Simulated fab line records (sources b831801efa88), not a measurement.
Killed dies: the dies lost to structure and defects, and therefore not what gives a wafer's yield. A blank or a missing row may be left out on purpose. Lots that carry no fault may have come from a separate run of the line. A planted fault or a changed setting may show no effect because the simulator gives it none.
Struck lot and sound lot, side by side -- flow sky130 -- 17 steps out of a route of 708
Sound: the wafers L702.2, L702.5, L702.6. Struck: wafer L714.1. (L714.2, L714.3 of the same lot were not struck and are left out.) The cause comes at the end.
Order at every step that has rows: each side's tool, ch and its chambers, its first start. Under that, the readings that differ: sound wafers -- struck wafers -- difference of the means -- sigmas: that difference in standard deviations of wafers without a fault.
alike: readings with means less than 2 such deviations apart, plus words and numbers identical on both sides. not compared: withheld readings, readings lacking a value on some wafer, bounds such as >300 that could conceal the same value, and numbers that have no deviation in the record and whose values overlap.
Wherever a step has rows on one side only, a row that says differs or no value, or a row with sigmas, the two part there. Non-overlapping numbers with no deviation appear without sigmas and do not part them. A reading missing from all wafers of one side parts the sides only when that side holds two or more wafers.

first, 3 steps without rows for these wafers: SKY_VIA2_EXPOSE_09 (exposes mask VIM2, target cd 200 nm); SKY_VIA2_PEB_10; SKY_VIA2_DEVELOP_11 (develop time 60 s).
SKY_VIA2_CD_MEAS_12: target cd 200 nm.
  struck on cd sem-01, day 40 17:37; sound on cd sem-01, day 37 01:23
  alike: cd nm
SKY_VIA2_OVL_MEAS_13:
  struck on overlay-02, day 40 17:44; sound on overlay-02, day 37 01:30
  alike: VIA2_OVL
SKY_VIA2_ETCH_14: etches BARC in N2/H2, stops on SiO2, time 45.9 s, target depth 60 nm.
  sound on rie diel-02 ch 0,1,2, day 37 01:32; struck on rie diel-04 ch 2, day 40 17:47
  alike: drypump motor current A, oes product au, throttle valve pct
  not compared: rf hours counter h
SKY_VIA2_ETCH_15: etches SiO2 in C4F8/O2/Ar, stops on TiN, target depth 546 nm, time 84 s.
  sound on rie diel-02 ch 0,1,2, day 37 01:34; struck on rie diel-04 ch 2, day 40 17:49
  alike: oes product au
SKY_VIA2_STRIP_16: strips in O2/N2.
  sound on plasma asher-01 ch 0,1, day 37 01:41; struck on plasma asher-03 ch 0, day 40 17:53
reading,sound,struck,difference,sigmas
oes product au (a.u.),0.407 0.406 0.402,0.387,-0.018,-4
  alike: drypump motor current A, o2 flow sccm, strip time to endpoint s
  not compared: rf hours counter h
then, 3 steps without rows for these wafers: SKY_VIA2_STRIP_17 (strips in post etch residue remover, time 1200 s); SKY_VIA2_CLEAN_18 (cleans in IPA, time 180 s); SKY_VIA2_CLEAN_19 (cleans in O3/DIW).
SKY_VIA2_SPUTTER_20: material TiN, target thk 20 nm, time 80 s.
  struck on pvd sputter-04, day 40 18:28; sound on pvd sputter-04, day 37 02:17
  alike: throttle valve pct
SKY_VIA2_CVD_21: deposits W, target thk 420 nm, time 126.4 s.
  sound on cvd w-02 ch 0,1, day 37 02:20; struck on cvd w-02 ch 0, day 40 18:32
  alike: heater power w
SKY_VIA2_RS_MEAS_22: the measuring method here is four-point-probe.
  struck on film metro-02, day 40 18:40; sound on film metro-03, day 37 02:30
reading,sound,struck,difference,sigmas
VIA2_W_RS (ohm/sq),0.2746 0.2724 0.2747,0.3266,+0.0527,+19
SKY_VIA2_THK_MEAS_23: measures by xrf.
  struck on film metro-02, day 40 18:47; sound on film metro-03, day 37 02:37
reading,sound,struck,difference,sigmas
VIA2_W_THK (nm),399 401 399,345,-55,-12
SKY_VIA2_CMP_24: polishes, stops on SiO2, t overpolish 20 s, target thk 0 nm.
  sound on cmp-02 ch 0,1,3, day 37 02:53; struck on cmp-02 ch 1, day 40 18:51
  alike: head pressure psi, motor current A, overpolish run s, platen rpm, slurry filter dp kPa, time to endpoint s
SKY_PAD_OPEN_PROBE_99:
  sound wafers here have rows in the record (prober-02, day 46 09:23); struck ones have none

WHERE THEY PART
First at SKY_VIA2_STRIP_16; last, within this record, at SKY_PAD_OPEN_PROBE_99.

WHY: what had been put in by the simulator
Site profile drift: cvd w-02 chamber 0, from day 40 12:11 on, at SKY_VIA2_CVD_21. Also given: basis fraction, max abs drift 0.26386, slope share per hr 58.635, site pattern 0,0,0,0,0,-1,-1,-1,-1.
